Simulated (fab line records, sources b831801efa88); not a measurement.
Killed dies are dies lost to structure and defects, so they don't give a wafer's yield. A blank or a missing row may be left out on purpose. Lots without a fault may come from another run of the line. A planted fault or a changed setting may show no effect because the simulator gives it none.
fab line records | flow sky130
record lots=6 wafers=18 last_day=50
route steps=708 shown SONOS_ONO@176 GATE_OXIDE@187 POLY_GATE@204 PAD_OPEN@708
lots that met no fault: from a run of the same line without faults
start_h: hours from the record's first day to the start of the lot's first wafer shown | wait_h: hours since the lot's step before | " the same as in the row above | L1.1+2: a row that stands for several wafers | - no value, or no start given | * or withheld: withheld | < > ~ a bound
route shown NAME@n: a module of which the file shows steps, and the number in the route of the first | usual: mean/standard deviation of fault-free wafers | same: alike in all rows | chamber/n: place in a boat | sites: the reading at each site | _std_site: their standard deviation | _edge_site: outer sites' mean less inner sites' | radius_mm: how far each site lies from the wafer's centre | mask NAME#n: copy n | behind: the tool/chamber that last shaped the wafer | hold: why the lot was held/for how many hours/how that ended | device: the transistor (n, p or np) that didn't switch | end of line: the same wafers' tests at the end of the route | a step without rows: its recipe alone | killed: dies lost to structure and defects at the first sort, not the wafer's yield | map: a wafer's dies, x killed, . not, _ none there
set.NAME: the setting as run; set.NAME@STEP: as run at that earlier step | model.NAME: the simulator's own value behind a step, which no gauge read
lots at some steps of the route; a table a step, a row a wafer
services: from which hour (start_h, from the record's first day; less than 0 if before it) a tool's chamber was out of use, for how many hours, and why
## steps
# step SKY_SONOS_ONO_COAT_08
# recipe resist=NOVOLAK spin_rpm=3000 resist_thk_nm=1140
# step SKY_SONOS_ONO_SOFTBAKE_09
# recipe temp_c=90 time_s=60 resist=NOVOLAK
# step SKY_SONOS_ONO_EXPOSE_10
# recipe mask_id=ONOM target_cd_nm=410 na=0.6 source_shape=conventional sigma_outer=0.6 dose_mj=150
# step SKY_SONOS_ONO_PEB_11
# recipe temp_c=withheld time_s=* resist=NOVOLAK
# step SKY_SONOS_ONO_DEVELOP_12
# recipe develop_time_s=60 dev_temp_c=23
# step SKY_SONOS_ONO_CD_MEAS_13
# recipe target_cd_nm=410
# usual cd_nm=409.9/2.2
# columns lot.wafer tool chamber start_h wait_h cd_nm
L419.1 cd_sem-01 - 302.94 0.1 410.1
L419.2 " - " " 410.5
L419.6 " - " " 407.5
L424.4 cd_sem-02 - 348.90 0.1 410.9
L424.5 " - " " 409.7
L424.6 " - " " 410.3
L426.2 cd_sem-01 - 362.55 0.1 409.6
L426.5 " - " " 413.2
L426.6 " - " " 409.5
L427.1 cd_sem-01 - 370.12 0.1 408.1
L427.5 " - " " 407.7
L427.6 " - " " 409.3
L438.2 cd_sem-01 - 468.21 0.1 409.7
L438.4 " - " " 410.4
L438.6 " - " " 410.2
L439.1 cd_sem-01 - 477.12 0.1 411.0
L439.4 " - " " 409.8
L439.6 " - " " 410.8
# step SKY_SONOS_ONO_OVL_MEAS_14
# usual SONOS_ONO_OVL=-0.7/1.2
# columns lot.wafer tool chamber start_h wait_h SONOS_ONO_OVL[nm]
L419.1 overlay-01 - 303.06 0.1 -1.1
L419.2 " - " " -1.4
L419.6 " - " " 0.5
L424.4 overlay-01 - 348.98 0.1 -0.6
L424.5 " - " " -3.4
L424.6 " - " " -2.1
L426.2 overlay-02 - 362.66 0.1 -2.0
L426.5 " - " " -1.0
L426.6 " - " " -1.4
L427.1 overlay-02 - 370.24 0.1 1.3
L427.5 " - " " -0.5
L427.6 " - " " -0.7
L438.2 overlay-02 - 468.32 0.1 2.0
L438.4 " - " " 0.0
L438.6 " - " " 1.3
L439.1 overlay-02 - 477.24 0.1 -2.3
L439.4 " - " " -0.6
L439.6 " - " " 0.3
# step SKY_SONOS_ONO_ETCH_15
# recipe target_depth_nm=19.52 chemistry=CHF3/O2 source_w=600 bias_w=200 pressure_mtorr=40 chf3_flow_sccm=50 O2_flow_sccm=5 time_s=7.8
# usual bias_w=200.0/0.61 drypump_motor_current_A=5.8/0.31 oes_product_au=0.997/0.015 throttle_valve_pct=8.823/0.0091
# columns lot.wafer tool chamber start_h wait_h bias_w drypump_motor_current_A oes_product_au rf_hours_counter_h throttle_valve_pct
L419.1 rie_diel-03 3 303.10 0.0 199.4 5.4 1.001 71 8.832
L419.2 " 2 " " 200.9 5.9 1.002 43 8.809
L419.6 " 1 " " 201.7 5.6 1.009 - 8.828
L424.4 rie_diel-03 1 349.00 0.0 199.4 5.6 0.990 55 8.835
L424.5 " 0 " " 199.5 6.2 0.994 - 8.816
L424.6 " 1 " " 200.2 5.6 0.986 - 8.810
L426.2 rie_diel-02 0 362.69 0.0 199.4 5.7 1.031 55 8.834
L426.5 " 0 " " 201.1 5.7 1.029 - 8.822
L426.6 " 3 " " 200.5 5.7 1.006 - 8.830
L427.1 rie_diel-01 0 370.28 0.0 199.8 6.2 0.976 49 8.814
L427.5 " 0 " " 200.3 6.2 0.973 - 8.820
L427.6 " 3 " " 200.4 5.8 0.991 - 8.828
L438.2 rie_diel-02 3 468.35 0.0 199.7 5.7 0.985 76 8.827
L438.4 " 1 " " 201.1 5.5 0.965 2 8.818
L438.6 " 0 " " 200.9 5.7 1.019 - 8.820
L439.1 rie_diel-02 2 477.28 0.0 200.1 6.4 0.986 31 8.816
L439.4 " 2 " " 199.6 6.4 0.979 - 8.827
L439.6 " 0 " " 199.1 5.7 1.020 - 8.823
# step SKY_SONOS_ONO_WET_ETCH_16
# recipe chemistry=dHF target_depth_nm=14 dry=n2_spin target=SiO2 dilution=100:1 temp_c=25 time_s=280
# step SKY_SONOS_ONO_STRIP_17
# recipe chemistry=O2/N2 power_w=1400 pressure_mtorr=1500 platen_temp_c=withheld o2_flow_sccm=3000 n2_flow_sccm=300 overash_fraction=0.5
# usual drypump_motor_current_A=6.1/0.7 oes_product_au=0.710/0.0048 strip_time_to_endpoint_s=14.09/0.051
# columns lot.wafer tool chamber start_h wait_h drypump_motor_current_A oes_product_au rf_hours_counter_h strip_time_to_endpoint_s
L419.1 plasma_asher-03 0 303.20 0.0 6.5 0.700 61 14.05
L419.2 " 1 " " 6.7 0.698 61 14.11
L419.6 " 1 " " 6.7 0.714 - 14.03
L424.4 plasma_asher-02 0 349.14 0.0 4.8 0.718 - 14.13
L424.5 " 1 " " 5.0 0.704 - 14.11
L424.6 " 0 " " 4.8 0.712 - 14.10
L426.2 plasma_asher-03 0 362.90 0.0 6.4 0.707 66 14.11
L426.5 " 1 " " 6.7 0.713 - 14.12
L426.6 " 0 " " 6.5 0.703 - 14.11
L427.1 plasma_asher-02 1 370.39 0.0 5.1 0.724 57 14.14
L427.5 " 0 " " 4.8 0.709 - 14.12
L427.6 " 1 " " 5.0 0.709 - 14.17
L438.2 plasma_asher-02 0 468.46 0.0 4.8 0.718 67 14.17
L438.4 " 0 " " 4.8 0.713 - 14.23
L438.6 " 1 " " 5.0 0.714 - 14.21
L439.1 plasma_asher-01 1 477.39 0.0 6.7 0.701 5 14.13
L439.4 " 1 " " 6.6 0.712 - 14.14
L439.6 " 0 " " 5.9 0.711 - 14.13
# step SKY_SONOS_ONO_WET_ETCH_18
# recipe chemistry=H3PO4 target_depth_nm=15 target=Si3N4 temp_c=160 time_s=172
# step SKY_GATE_OXIDE_CLEAN_00
# recipe chemistry=SC1/SC2 mix=1:4:20 temp_c=70 time_s=150 dry=n2_spin
# step SKY_GATE_OXIDE_OXIDATION_01
# recipe temp_c=900 ambient=O2 stabilise_s=600 purge_s=300 target_thk_a=102.68 ox_time_s=1473
# usual spike_tc_bottom_C=918.2/1.5 spike_tc_centre_C=899.5/2.4 spike_tc_lower_C=900.3/1.2 spike_tc_top_C=906.0/2.9 spike_tc_upper_C=900.4/1.5 tube_center_temp_C=899.99/0.083 tube_center_temp_C_max=902.3/0.41 zone_power_centre_pct=19.1/1 zone_power_lower_pct=18.77/0.2 zone_power_top_pct=35.9/1.5 zone_power_upper_pct=18.5/0.53
# same ox_time_s=1473 purge_s=300
# columns lot.wafer tool chamber start_h wait_h spike_tc_bottom_C spike_tc_centre_C spike_tc_lower_C spike_tc_top_C spike_tc_upper_C tube_center_temp_C tube_center_temp_C_max zone_power_centre_pct zone_power_lower_pct zone_power_top_pct zone_power_upper_pct model.SiO2_of_GATE_OXIDE_OXIDATION_01.thk_nm
L419.1 furnace-02 0 305.07 1.7 920.6 903.3 901.4 909.5 898.8 900.17 902.2 18.0 18.46 34.2 17.9 10.39
L419.2 " 0 " " 919.0 900.9 901.5 908.5 898.8 900.02 902.2 18.2 18.95 34.3 18.0 10.34
L419.6 " 0 " " 917.6 901.7 901.7 908.3 898.6 899.96 902.1 18.1 18.99 34.4 18.3 10.31
L424.4 furnace-01 0 350.86 1.5 917.8 897.0 899.3 901.6 899.7 900.02 902.2 19.5 18.94 37.4 19.1 10.07
L424.5 " 0 " " 915.5 898.0 897.5 903.9 900.4 900 901.8 20.2 18.68 37.4 18.8 10.19
L424.6 " 0 " " 916.7 896.3 900.0 903.9 901.4 899.97 902.0 19.9 18.64 37.9 19.0 10.22
L426.2 furnace-01 0 363.76 0.7 959.6 940.8 940.6 946.7 945.4 942.32 944.5 22.2 20.85 40.4 20.9 15.85
L426.5 " 0 " " 958.8 938.7 940.9 945.2 944.1 942.39 944.4 22.6 21.19 40.1 21.0 15.65
L426.6 " 0 " " 961.3 940.8 942.3 946.0 946.4 942.43 944.5 22.4 21.16 40.3 21.1 15.88
L427.1 furnace-01 0 372.39 1.8 960.2 940.7 941.5 946.5 944.6 942.39 945.2 22.6 21.05 40.9 21.5 16.16
L427.5 " 0 " " 958.9 940.9 942.3 943.6 945.4 942.58 946.0 22.2 21.51 40.0 21.0 16.15
L427.6 " 0 " " 960.6 939.2 941.8 943.9 944.7 942.42 944.9 22.4 21.04 40.1 21.2 16.1
L438.2 furnace-02 0 470.04 1.4 917.3 898.7 902.7 908.3 898.6 899.92 903.0 18.2 18.70 34.2 18.0 10.21
L438.4 " 0 " " 920.7 901.9 900.2 907.1 899.2 899.93 902.4 18.1 18.95 34.6 17.9 10.24
L438.6 " 0 " " 919.1 903.8 902.4 909.5 898.2 899.97 902.6 17.9 18.86 34.7 18.1 10.23
L439.1 furnace-01 0 477.59 0.0 917.5 895.3 899.7 903.4 901.9 900.05 902.1 20.4 18.80 37.5 19.2 10.66
L439.4 " 0 " " 916.3 898.1 899.4 902.9 903.8 899.86 902.5 20.4 18.92 37.4 19.2 10.65
L439.6 " 0 " " 917.2 898.4 898.9 903.2 901.8 900.06 902.0 19.8 19.02 38.0 19.3 10.78
# step SKY_GATE_OXIDE_THK_MEAS_02
# recipe reads=SiO2_of_GATE_OXIDE_OXIDATION_01
# usual GATE_OXIDE_OXIDATION_00_THK=10.32/0.21
# columns lot.wafer tool chamber start_h wait_h GATE_OXIDE_OXIDATION_00_THK[nm]
L419.1 film_metro-03 - 306.48 0.0 10.43
L419.2 " - " " 10.35
L419.6 " - " " 10.31
L424.4 film_metro-03 - 352.30 0.0 10.05
L424.5 " - " " 10.18
L424.6 " - " " 10.18
L426.2 film_metro-02 - 365.18 0.0 15.82
L426.5 " - " " 15.66
L426.6 " - " " 15.87
L427.1 film_metro-03 - 373.80 0.0 16.11
L427.5 " - " " 16.18
L427.6 " - " " 16.11
L438.2 film_metro-04 - 471.46 0.0 10.18
L438.4 " - " " 10.19
L438.6 " - " " 10.17
L439.1 film_metro-02 - 479.00 0.0 10.60
L439.4 " - " " 10.57
L439.6 " - " " 10.82
# step SKY_GATE_OXIDE_DEHYDRATE_03
# recipe temp_c=200 time_s=60
# step SKY_GATE_OXIDE_HMDS_04
# recipe prime_time_s=60 prime_temp_c=120
# step SKY_GATE_OXIDE_COAT_05
# recipe resist=NOVOLAK spin_rpm=3000 resist_thk_nm=1140
# step SKY_GATE_OXIDE_SOFTBAKE_06
# recipe temp_c=90 time_s=60 resist=NOVOLAK
# step SKY_GATE_OXIDE_EXPOSE_07
# recipe mask_id=LVOM na=0.6 source_shape=conventional sigma_outer=0.6 polarization=unpolarized target_cd_nm=600 dose_mj=170
# step SKY_GATE_OXIDE_PEB_08
# recipe temp_c=withheld time_s=* resist=NOVOLAK
# step SKY_GATE_OXIDE_DEVELOP_09
# recipe resist=NOVOLAK developer=TMAH develop_time_s=60 dev_temp_c=23
# step SKY_GATE_OXIDE_OVL_MEAS_10
# usual GATE_OXIDE_OVL=0.7/1.3
# columns lot.wafer tool chamber start_h wait_h GATE_OXIDE_OVL[nm]
L419.1 overlay-01 - 332.77 0.1 0.1
L419.2 " - " " 0.0
L419.6 " - " " -0.7
L424.4 overlay-01 - 379.39 0.1 2.3
L424.5 " - " " 3.9
L424.6 " - " " 1.4
L426.2 overlay-02 - 393.62 0.1 0.6
L426.5 " - " " -1.0
L426.6 " - " " 0.4
L427.1 overlay-01 - 402.16 0.1 1.5
L427.5 " - " " 4.5
L427.6 " - " " 1.4
L438.2 overlay-01 - 501.22 0.1 2.2
L438.4 " - " " 1.0
L438.6 " - " " 2.6
L439.1 overlay-01 - 509.77 0.1 1.7
L439.4 " - " " 1.6
L439.6 " - " " 2.8
# step SKY_GATE_OXIDE_IMPLANT_11
# recipe species=B energy_kev=10 dose_cm2=2.6e+12 tilt_deg=withheld
# step SKY_GATE_OXIDE_WET_ETCH_12
# recipe chemistry=dHF target_depth_nm=16.8 dry=n2_spin target=SiO2 dilution=100:1 temp_c=25 time_s=336
# step SKY_GATE_OXIDE_STRIP_13
# recipe chemistry=O2/N2 power_w=1400 pressure_mtorr=1500 platen_temp_c=withheld o2_flow_sccm=3000 n2_flow_sccm=300 overash_fraction=0.5
# usual drypump_motor_current_A=6.0/0.79 oes_product_au=0.715/0.0046 strip_time_to_endpoint_s=14.19/0.046
# columns lot.wafer tool chamber start_h wait_h drypump_motor_current_A oes_product_au rf_hours_counter_h strip_time_to_endpoint_s
L419.1 plasma_asher-04 0 333.07 0.0 6.4 0.725 21 14.20
L419.2 " 1 " " 4.7 0.712 21 14.20
L419.6 " 0 " " 6.3 0.722 - 14.16
L424.4 plasma_asher-04 1 379.70 0.0 4.7 0.713 - 14.18
L424.5 " 1 " " 4.7 0.715 - 14.21
L424.6 " 0 " " 6.4 0.713 - 14.11
L426.2 plasma_asher-03 1 393.90 0.0 6.7 0.708 69 14.16
L426.5 " 1 " " 6.7 0.713 - 14.12
L426.6 " 0 " " 6.5 0.717 - 14.13
L427.1 plasma_asher-03 0 402.45 0.0 6.4 0.718 70 14.28
L427.5 " 1 " " 6.7 0.719 - 14.21
L427.6 " 0 " " 6.5 0.721 - 14.26
L438.2 plasma_asher-02 1 501.52 0.0 5.1 0.710 70 14.20
L438.4 " 1 " " 5.1 0.720 - 14.27
L438.6 " 1 " " 5.1 0.719 - 14.22
L439.1 plasma_asher-04 0 510.07 0.0 6.4 0.727 38 14.21
L439.4 " 1 " " 4.8 0.715 - 14.18
L439.6 " 0 " " 6.4 0.711 - 14.22
# step SKY_GATE_OXIDE_TW_MEAS_14
# usual GATE_OXIDE_TW=223.8/1.2
# columns lot.wafer tool chamber start_h wait_h GATE_OXIDE_TW
L419.1 film_metro-04 - 333.17 0.1 223.6
L419.2 " - " " 223.7
L419.6 " - " " 223.9
L424.4 film_metro-02 - 379.79 0.1 223.8
L424.5 " - " " 224.8
L424.6 " - " " 224.3
L426.2 film_metro-04 - 394.01 0.1 225.3
L426.5 " - " " 225.4
L426.6 " - " " 225.5
L427.1 film_metro-04 - 402.55 0.1 225.8
L427.5 " - " " 224.1
L427.6 " - " " 224.3
L438.2 film_metro-02 - 501.63 0.1 224.6
L438.4 " - " " 223.4
L438.6 " - " " 223.1
L439.1 film_metro-03 - 510.17 0.1 222.8
L439.4 " - " " 222.7
L439.6 " - " " 222.5
# step SKY_GATE_OXIDE_CLEAN_15
# recipe chemistry=SC1/SC2 mix=1:4:20 temp_c=70 time_s=150 dry=n2_spin
# step SKY_GATE_OXIDE_OXIDATION_16
# recipe temp_c=800 ambient=O2 idle_temp_c=700 ramp_up_c_per_min=10 ramp_down_c_per_min=3 stabilise_s=600 purge_s=300 target_thk_a=35.7 ox_time_s=1915
# usual spike_tc_bottom_C=819.5/1.4 spike_tc_centre_C=799.7/2.3 spike_tc_lower_C=800.4/1.3 spike_tc_top_C=808.3/2.8 spike_tc_upper_C=800.3/1.6 tube_center_temp_C=800/0.068 tube_center_temp_C_max=802.1/0.34 zone_power_centre_pct=14.9/0.78 zone_power_lower_pct=14.66/0.14 zone_power_top_pct=29.7/1.2 zone_power_upper_pct=14.4/0.44
# same ox_time_s=1915 purge_s=300
# columns lot.wafer tool chamber start_h wait_h spike_tc_bottom_C spike_tc_centre_C spike_tc_lower_C spike_tc_top_C spike_tc_upper_C tube_center_temp_C tube_center_temp_C_max zone_power_centre_pct zone_power_lower_pct zone_power_top_pct zone_power_upper_pct model.SiO2_of_GATE_OXIDE_OXIDATION_01.thk_nm
L419.1 furnace-02 0 334.48 1.2 821.1 802.1 799.1 811.0 800.3 800.08 803.1 14.3 14.66 28.2 14.1 11.76
L419.2 " 0 " " 821.3 799.3 801.6 809.8 797.6 800.04 803.0 14.5 14.37 28.6 14.0 11.7
L419.6 " 0 " " 818.7 801.9 801.0 810.2 797.8 800 801.9 14.1 14.59 28.1 14.0 11.67
L424.4 furnace-02 0 380.36 0.5 821.0 801.6 801.6 809.3 799.5 800.01 802.2 14.2 14.52 28.5 13.9 11.43
L424.5 " 0 " " 822.3 803.7 800.0 810.8 800.4 800.03 802.0 14.3 14.49 29.0 14.1 11.54
L424.6 " 0 " " 820.8 800.4 801.0 808.3 800.5 799.99 801.4 14.0 14.48 28.4 13.8 11.56
L426.2 furnace-01 0 394.71 0.6 817.8 799.2 801.6 804.5 801.7 800.07 802.4 15.8 14.60 31.4 14.9 16.87
L426.5 " 0 " " 818.6 796.5 799.0 805.8 802.2 800.16 802.0 15.7 14.86 30.5 15.1 16.68
L426.6 " 0 " " 819.0 796.7 798.2 804.2 801.4 800.06 802.1 15.7 14.65 31.1 14.7 16.89
L427.1 furnace-01 0 402.66 0.0 818.0 797.8 798.7 806.3 800.6 799.94 802.1 16.1 14.58 30.7 14.8 17.11
L427.5 " 0 " " 819.0 798.7 800.5 805.8 799.9 800.05 802.5 15.7 14.58 30.9 14.7 17.15
L427.6 " 0 " " 816.8 796.2 799.7 806.9 800.7 799.96 801.8 15.5 14.77 30.6 15.0 17.07
L438.2 furnace-01 0 501.74 0.0 820.0 798.3 798.7 805.5 803.0 800.06 801.7 15.9 14.62 30.9 14.8 11.65
L438.4 " 0 " " 820.3 797.8 798.9 806.6 799.1 800.02 802.0 15.6 14.48 31.1 14.7 11.71
L438.6 " 0 " " 820.2 797.3 799.2 805.1 801.3 799.95 801.8 15.7 14.91 30.6 15.0 11.66
L439.1 furnace-01 0 510.28 0.0 819.1 797.1 798.9 805.9 802.0 799.85 802.6 15.7 14.49 30.5 15.1 11.99
L439.4 " 0 " " 817.9 798.3 798.9 805.8 802.5 799.99 802.3 15.8 14.58 30.7 14.9 12.01
L439.6 " 0 " " 818.5 798.4 797.8 802.8 800.8 800.13 802.1 15.7 14.76 30.7 15.0 12.11
# step SKY_POLY_GATE_CVD_00
# recipe material=poly-Si target_thk_nm=180 temp_c=620 time_s=720 pressure_mtorr=200
# step SKY_PAD_OPEN_PROBE_99
# usual killed_at_M0_to_M3=42/7 killed_at_M4_up=2.8/1.8 killed_at_contacts=24/5.8 killed_at_front_end=15/4.8 killed_at_other=0.3/0.56 killed_dies=84/11 killed_open=46/7.8 killed_short=38/6.3
# same gross_dies=492 killed_at_back_side=0
# columns lot.wafer tool chamber start_h wait_h killed_at_M0_to_M3 killed_at_M4_up killed_at_contacts killed_at_front_end killed_at_other killed_dies killed_open killed_short model.etest.nfet_16v.r_on_ohm_um model.etest.tip_sonos.rs_ohm_sq model.etest.pfet_16v.r_on_ohm_um model.etest.pfet_g5v0d10v5.r_on_ohm_um model.etest.nfet_g5v0d10v5.r_on_ohm_um model.etest.tip_p.rs_ohm_sq model.etest.pfet_01v8.r_on_ohm_um model.etest.nfet_g5v0d10v5.drive_ua_um
L419.1 prober-02 - 1096.35 0.1 44 5 26 7 0 82 49 33 1.386e+04 2650 1.492e+04 4704 1890 6821 2881 602.2
L419.2 prober-02 - 1096.40 0.1 46 3 27 10 0 86 49 37 1.401e+04 2631 1.536e+04 4804 1879 6774 2881 606.2
L419.6 prober-02 - 1096.60 0.2 50 7 22 12 0 91 51 40 1.389e+04 2604 1.501e+04 4748 1877 6794 2854 608.6
L424.4 prober-01 - 1127.20 0.2 50 1 23 19 0 93 50 43 1.406e+04 2622 1.571e+04 4663 1868 6891 2890 616.6
L424.5 prober-01 - 1127.25 0.2 39 2 26 17 0 84 45 38 1.409e+04 2669 1.53e+04 4651 1840 6881 2861 614.4
L424.6 prober-01 - 1127.30 0.2 32 3 16 9 0 60 30 30 1.406e+04 2647 1.542e+04 4676 1886 6924 2968 602.8
L426.2 prober-01 - 1140.06 0.1 46 4 29 16 0 95 53 42 1.707e+04 4617 1.687e+04 6036 2314 7157 3049 421.8
L426.5 prober-01 - 1140.21 0.2 41 1 20 17 1 80 36 44 1.699e+04 4467 1.726e+04 5975 2334 7182 3088 424.2
L426.6 prober-01 - 1140.26 0.2 36 1 22 17 0 76 45 31 1.71e+04 4621 1.696e+04 6097 2355 7176 3127 419.5
L427.1 prober-02 - 1145.54 0.1 49 1 24 21 1 96 52 44 1.731e+04 4993 1.672e+04 6181 2436 7072 3226 402.4
L427.5 prober-02 - 1145.74 0.2 50 2 26 16 1 95 50 44 1.732e+04 4912 1.672e+04 6058 2421 7108 3013 404.2
L427.6 prober-02 - 1145.79 0.2 47 2 24 16 0 89 54 35 1.74e+04 4892 1.715e+04 6124 2436 7126 3080 404.2
L438.2 prober-01 - 1201.65 0.1 38 1 28 6 2 75 45 28 1.365e+04 2675 1.557e+04 4916 1893 6995 3064 600.4
L438.4 prober-01 - 1201.75 0.2 29 2 21 10 1 63 30 32 1.385e+04 2672 1.557e+04 4902 1876 6972 3087 602.1
L438.6 prober-01 - 1201.85 0.2 47 0 24 12 0 83 46 37 1.367e+04 2629 1.532e+04 4887 1892 7006 3042 605.4
L439.1 prober-02 - 1203.40 0.1 33 4 35 10 0 82 42 40 1.422e+04 2731 1.538e+04 4856 1885 6932 2922 597.3
L439.4 prober-02 - 1203.55 0.2 29 0 21 6 0 56 33 23 1.416e+04 2728 1.515e+04 4805 1906 6996 2981 589.3
L439.6 prober-02 - 1203.65 0.2 38 5 24 6 0 73 34 39 1.427e+04 2760 1.524e+04 4886 1911 6928 2915 590.4
# killed by level:class
L419.1 CONTACT:geometric_particle:open=13 VIA1:geometric_particle:open=11 VIA3:geometric_particle:open=7 LI_CONTACT:geometric_particle:open=5 METAL2:geometric_particle:short=5 VIA2:geometric_particle:open=5 LOCAL_INTERCONNECT:geometric_particle:short=4 METAL4:geometric_particle:short=4
L419.2 VIA3:geometric_particle:open=10 VIA1:geometric_particle:open=8 LOCAL_INTERCONNECT:geometric_particle:short=8 CONTACT:geometric_particle:open=8 METAL1:geometric_particle:short=7 VIA2:geometric_particle:open=7 CONTACT:geometric_particle:short=5 POLY_GATE:geometric_particle:open=3
L419.6 CONTACT:geometric_particle:open=12 VIA2:geometric_particle:open=11 VIA1:geometric_particle:open=7 VIA3:geometric_particle:open=7 METAL4:geometric_particle:short=7 METAL1:geometric_particle:short=6 LI_CONTACT:geometric_particle:open=5 METAL2:geometric_particle:short=5
L424.4 LI_CONTACT:geometric_particle:open=11 VIA1:geometric_particle:open=10 VIA2:geometric_particle:open=8 VIA3:geometric_particle:open=7 VIA1:geometric_particle:short=6 POLY_GATE:geometric_particle:short=5 METAL2:geometric_particle:short=5 VIA3:geometric_particle:short=5
L424.5 CONTACT:geometric_particle:open=10 VIA1:geometric_particle:open=7 LI_CONTACT:geometric_particle:open=6 VIA3:geometric_particle:open=6 VIA2:geometric_particle:open=6 CONTACT:geometric_particle:short=5 VIA2:geometric_particle:short=5 FIELD_ISO:geometric_particle:short=4
L424.6 VIA1:geometric_particle:open=9 VIA2:geometric_particle:open=9 CONTACT:geometric_particle:short=6 LI_CONTACT:geometric_particle:open=4 POLY_GATE:geometric_particle:short=3 CONTACT:geometric_particle:open=3 VIA1:geometric_particle:short=3 VIA2:geometric_particle:short=3
L426.2 VIA1:geometric_particle:open=10 VIA3:geometric_particle:open=9 CONTACT:geometric_particle:short=7 CONTACT:geometric_particle:open=6 LI_CONTACT:geometric_particle:open=6 VIA2:geometric_particle:open=5 FIELD_ISO:geometric_particle:short=4 METAL1:geometric_particle:short=4
L426.5 METAL1:geometric_particle:short=8 VIA1:geometric_particle:open=8 FIELD_ISO:geometric_particle:open=5 METAL2:geometric_particle:short=5 METAL3:geometric_particle:short=5 POLY_GATE:geometric_particle:open=4 LI_CONTACT:geometric_particle:short=4 LI_CONTACT:geometric_particle:open=4
L426.6 CONTACT:geometric_particle:open=9 VIA1:geometric_particle:open=8 POLY_GATE:geometric_particle:open=6 METAL2:geometric_particle:short=6 LI_CONTACT:geometric_particle:open=5 VIA3:geometric_particle:open=5 POLY_GATE:geometric_particle:short=4 VIA1:geometric_particle:short=4
L427.1 VIA1:geometric_particle:open=15 CONTACT:geometric_particle:open=12 VIA1:geometric_particle:short=7 VIA3:geometric_particle:open=6 FIELD_ISO:geometric_particle:open=5 POLY_GATE:geometric_particle:short=5 VIA2:geometric_particle:open=5 CONTACT:geometric_particle:short=5
L427.5 VIA1:geometric_particle:open=14 CONTACT:geometric_particle:open=10 VIA1:geometric_particle:short=9 LOCAL_INTERCONNECT:geometric_particle:short=8 VIA2:geometric_particle:open=7 LI_CONTACT:geometric_particle:open=5 METAL2:geometric_particle:short=5 VIA3:geometric_particle:open=5
L427.6 VIA1:geometric_particle:open=15 CONTACT:geometric_particle:open=9 FIELD_ISO:geometric_particle:open=7 LI_CONTACT:geometric_particle:open=7 VIA1:geometric_particle:short=7 CONTACT:geometric_particle:short=6 METAL1:geometric_particle:short=5 METAL3:geometric_particle:short=5
L438.2 VIA1:geometric_particle:open=12 LI_CONTACT:geometric_particle:open=9 CONTACT:geometric_particle:open=9 CONTACT:geometric_particle:short=5 METAL1:geometric_particle:short=4 METAL2:geometric_particle:short=4 VIA2:geometric_particle:open=4 VIA2:geometric_particle:short=4
L438.4 LI_CONTACT:geometric_particle:open=9 CONTACT:geometric_particle:open=7 METAL1:geometric_particle:short=5 VIA1:geometric_particle:open=5 VIA1:geometric_particle:short=4 METAL2:geometric_particle:short=4 VIA2:geometric_particle:short=4 CONTACT:geometric_particle:short=3
L438.6 VIA1:geometric_particle:open=9 CONTACT:geometric_particle:open=8 METAL1:geometric_particle:short=8 VIA3:geometric_particle:open=7 METAL2:geometric_particle:short=7 LI_CONTACT:geometric_particle:open=6 CONTACT:geometric_particle:short=5 VIA2:geometric_particle:open=5
L439.1 CONTACT:geometric_particle:open=11 LI_CONTACT:geometric_particle:open=9 VIA1:geometric_particle:open=7 VIA2:geometric_particle:open=6 METAL2:geometric_particle:short=6 LI_CONTACT:geometric_particle:short=5 CONTACT:geometric_particle:short=5 LOCAL_INTERCONNECT:geometric_particle:short=4
L439.4 LI_CONTACT:geometric_particle:open=8 VIA3:geometric_particle:open=5 CONTACT:geometric_particle:open=5 VIA2:geometric_particle:open=4 FIELD_ISO:geometric_particle:open=3 METAL2:geometric_particle:open=3 LOCAL_INTERCONNECT:geometric_particle:short=3 VIA1:geometric_particle:short=3
L439.6 CONTACT:geometric_particle:open=9 LI_CONTACT:geometric_particle:open=6 METAL2:geometric_particle:short=6 LI_CONTACT:geometric_particle:short=5 VIA2:geometric_particle:open=5 VIA1:geometric_particle:short=5 VIA1:geometric_particle:open=4 METAL1:geometric_particle:short=4
## services
# columns tool chamber start_h hours kind
rie_diel-02 2 285.87 3.8 repair
plasma_asher-03 - 297.17 3.5 repair
furnace-02 - 313.60 3.3 pm
rie_diel-01 3 316.35 7.7 repair
rie_diel-02 0 319.64 4.6 repair
rie_diel-03 0 325.07 8.9 repair
rie_diel-03 3 327.20 14.4 repair
plasma_asher-01 - 368.29 1.4 repair
plasma_asher-01 - 406.05 2.1 repair
rie_diel-03 3 412.31 2.5 repair
plasma_asher-01 - 421.25 9.0 pm
plasma_asher-01 0 421.25 9.0 vent_cycle
plasma_asher-01 1 421.25 9.0 vent_cycle
furnace-01 - 425.61 3.2 pm
rie_diel-02 - 433.19 2.8 pm
rie_diel-03 3 434.26 3.8 repair
plasma_asher-04 - 443.65 4.9 repair
rie_diel-03 1 445.69 9.5 repair
rie_diel-02 3 471.64 9.5 repair
furnace-02 - 477.75 3.2 pm
plasma_asher-04 - 479.68 7.1 repair
furnace-02 - 481.01 3.8 pm
rie_diel-03 1 484.24 2.5 repair
rie_diel-01 3 507.33 7.3 repair
## key
first_sign step=SKY_GATE_OXIDE_OXIDATION_01 reading=tube_center_temp_C direction=up sigmas=99+ usual=* struck=*
effect step=SKY_GATE_OXIDE_OXIDATION_01 reading=tube_center_temp_C_max direction=up sigmas=99+ usual=* struck=*
effect step=SKY_GATE_OXIDE_THK_MEAS_02 reading=GATE_OXIDE_OXIDATION_00_THK direction=up sigmas=26 usual=10.32 struck=15.96
model_effect step=SKY_GATE_OXIDE_OXIDATION_01 value=SiO2_of_GATE_OXIDE_OXIDATION_01.thk_nm without=10.18 struck=15.96
model_effect step=SKY_GATE_OXIDE_OXIDATION_16 value=SiO2_of_GATE_OXIDE_OXIDATION_01.thk_nm without=11.54 struck=16.96
model_effect step=SKY_PAD_OPEN_PROBE_99 value=etest.nfet_16v.r_on_ohm_um without=1.403e+04 struck=1.72e+04
met_at SKY_GATE_OXIDE_OXIDATION_01
struck_wafers L426.2,L426.5,L426.6,L427.1,L427.5,L427.6
tester_left_out L426,L427
onset_between 350.86 363.76
fault kind=process_parameter_drift tool=furnace-01 chamber=- onset_h=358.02 steps=SKY_GATE_OXIDE_OXIDATION_01 channel=temp_c offset=* shape=step end_h=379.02 acts_in=* stated=*
# tester_left_out: of these lots the tester's yield and bins aren't shown, on N5 and GAA mostly nor the transistor test; their killed dies are dies lost to structure and defects alone, not to doping, threshold or leakage, so they don't give the yield
